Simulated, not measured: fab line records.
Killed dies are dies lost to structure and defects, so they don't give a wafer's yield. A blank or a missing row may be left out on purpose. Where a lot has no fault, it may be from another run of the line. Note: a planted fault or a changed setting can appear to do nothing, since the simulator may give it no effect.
Which of the tools did it? / flow sky130 / Sampling: 14 lots, 42 wafers, 2 of 708 route steps

WHAT THE GAUGES SHOWED, per wafer
The record lacks any reading of a measuring or inspecting step that a usual standard deviation could be used to judge.

TOOL THAT RAN EACH LOT (tool first, then ch and the chambers of the sampled wafers, then the start)
lot=L573; SKY_LDD_HVP_DEVELOP_06=lithoTrack-01 ch 0, day 21 18:43; SKY_PAD_OPEN_PROBE_99=-
lot=L574; SKY_LDD_HVP_DEVELOP_06=lithoTrack-02 ch 0, day 22 00:53; SKY_PAD_OPEN_PROBE_99=-
lot=L576; SKY_LDD_HVP_DEVELOP_06=lithoTrack-03 ch 0, day 23 04:02; SKY_PAD_OPEN_PROBE_99=-
lot=L578; SKY_LDD_HVP_DEVELOP_06=lithoTrack-02 ch 0, day 23 22:26; SKY_PAD_OPEN_PROBE_99=-
lot=L579; SKY_LDD_HVP_DEVELOP_06=lithoTrack-01 ch 0, day 24 08:05; SKY_PAD_OPEN_PROBE_99=-
lot=L580; SKY_LDD_HVP_DEVELOP_06=lithoTrack-03 ch 0, day 24 09:50; SKY_PAD_OPEN_PROBE_99=-
lot=L582; SKY_LDD_HVP_DEVELOP_06=lithoTrack-03 ch 0, day 25 09:35; SKY_PAD_OPEN_PROBE_99=prober-01, day 48 09:22
lot=L583; SKY_LDD_HVP_DEVELOP_06=lithoTrack-03 ch 0, day 25 23:01; SKY_PAD_OPEN_PROBE_99=-
lot=L584; SKY_LDD_HVP_DEVELOP_06=lithoTrack-03 ch 0, day 26 06:26; SKY_PAD_OPEN_PROBE_99=-
lot=L585; SKY_LDD_HVP_DEVELOP_06=lithoTrack-03 ch 0, day 26 15:07; SKY_PAD_OPEN_PROBE_99=-
lot=L586; SKY_LDD_HVP_DEVELOP_06=lithoTrack-03 ch 0, day 26 23:34; SKY_PAD_OPEN_PROBE_99=prober-01, day 49 05:10
lot=L593; SKY_LDD_HVP_DEVELOP_06=lithoTrack-03 ch 0, day 29 08:35; SKY_PAD_OPEN_PROBE_99=-
lot=L595; SKY_LDD_HVP_DEVELOP_06=lithoTrack-01 ch 0, day 29 13:02; SKY_PAD_OPEN_PROBE_99=-
lot=L594; SKY_LDD_HVP_DEVELOP_06=lithoTrack-03 ch 0, day 29 15:01; SKY_PAD_OPEN_PROBE_99=-
- SKY_LDD_HVP_DEVELOP_06: develop time 60 s.
- SKY_PAD_OPEN_PROBE_99

WHAT THE TOOLS THEMSELVES READ (means of the sampled wafers that have a number; where no wafer has one, the mark that the record gives instead)
SKY_LDD_HVP_DEVELOP_06.
lot=L573; tool=lithoTrack-01; developerTempC (C)=22.89
lot=L574; tool=lithoTrack-02; developerTempC (C)=22.92
lot=L576; tool=lithoTrack-03; developerTempC (C)=22.95
lot=L578; tool=lithoTrack-02; developerTempC (C)=23.12
lot=L579; tool=lithoTrack-01; developerTempC (C)=22.91
lot=L580; tool=lithoTrack-03; developerTempC (C)=23.07
lot=L582; tool=lithoTrack-03; developerTempC (C)=23.00
lot=L583; tool=lithoTrack-03; developerTempC (C)=22.95
lot=L584; tool=lithoTrack-03; developerTempC (C)=22.97
lot=L585; tool=lithoTrack-03; developerTempC (C)=23.10
lot=L586; tool=lithoTrack-03; developerTempC (C)=23.04
lot=L593; tool=lithoTrack-03; developerTempC (C)=24.12
lot=L595; tool=lithoTrack-01; developerTempC (C)=23.14
lot=L594; tool=lithoTrack-03; developerTempC (C)=23.94

SKY_PAD_OPEN_PROBE_99.
lot=L582 tool=prober-01 killed_at_M0_to_M3=43 killed_at_M4_up=2.7 killedAtContacts=24 killedAtFrontEnd=12 killedAtOther=0.0 killedDies=83 killedOpen=45 killedShort=37
lot=L586 tool=prober-01 killed_at_M0_to_M3=40 killed_at_M4_up=2.0 killedAtContacts=25 killedAtFrontEnd=16 killedAtOther=0.0 killedDies=82 killedOpen=46 killedShort=37

THE ANSWER, worked out from the rows above alone
Rule: the usual values come from the lots themselves. Put in order of their means at a reading, lots are off if they are a third of the lots or fewer, leave a main group of 4 or more, and stand apart from it by a gap of 3 or more times the standard deviation of the main group's means; of several such gaps the widest counts. The tables above print the reading to a certain number of digits; a main group whose means all agree to those digits is not used. A lot without any number at a reading at which 4 lots or more have one is off too. All remaining lots with rows at the step are treated as sound. The gauges are gone through in route order, then the tools' own readings, and for those a lot's mean is taken as printed above. The first step at which some lot is off is used, and at that step the reading that is off furthest; a lot without a number counts as furthest.
Off, at SKY_LDD_HVP_DEVELOP_06 on developerTempC: L593, L594. The main group: mean 23.00 C, standard deviation 0.083.
A tool fits if, at that step or a process step before it, it ran every lot that is off, and no sound lot after the first of them. One fits: lithoTrack-03 at SKY_LDD_HVP_DEVELOP_06. A fault onset in the window from L586 (day 26 23:34, its last sound lot) to L593 (day 29 08:35, its first lot off) fits.
The tool's own readings at SKY_LDD_HVP_DEVELOP_06 bear it out: on the lots that are off they differ by more than 5 times the standard deviation of the sound lots' means. developerTempC reads 24.03 C there against 23.00 C on the sound lots.

WHAT THE SIMULATOR HAD PUT IN
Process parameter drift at SKY_LDD_HVP_DEVELOP_06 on lithoTrack-03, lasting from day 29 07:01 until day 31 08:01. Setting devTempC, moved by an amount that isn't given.
Struck lots among those shown: L593, L594. The same result came from the rule above.
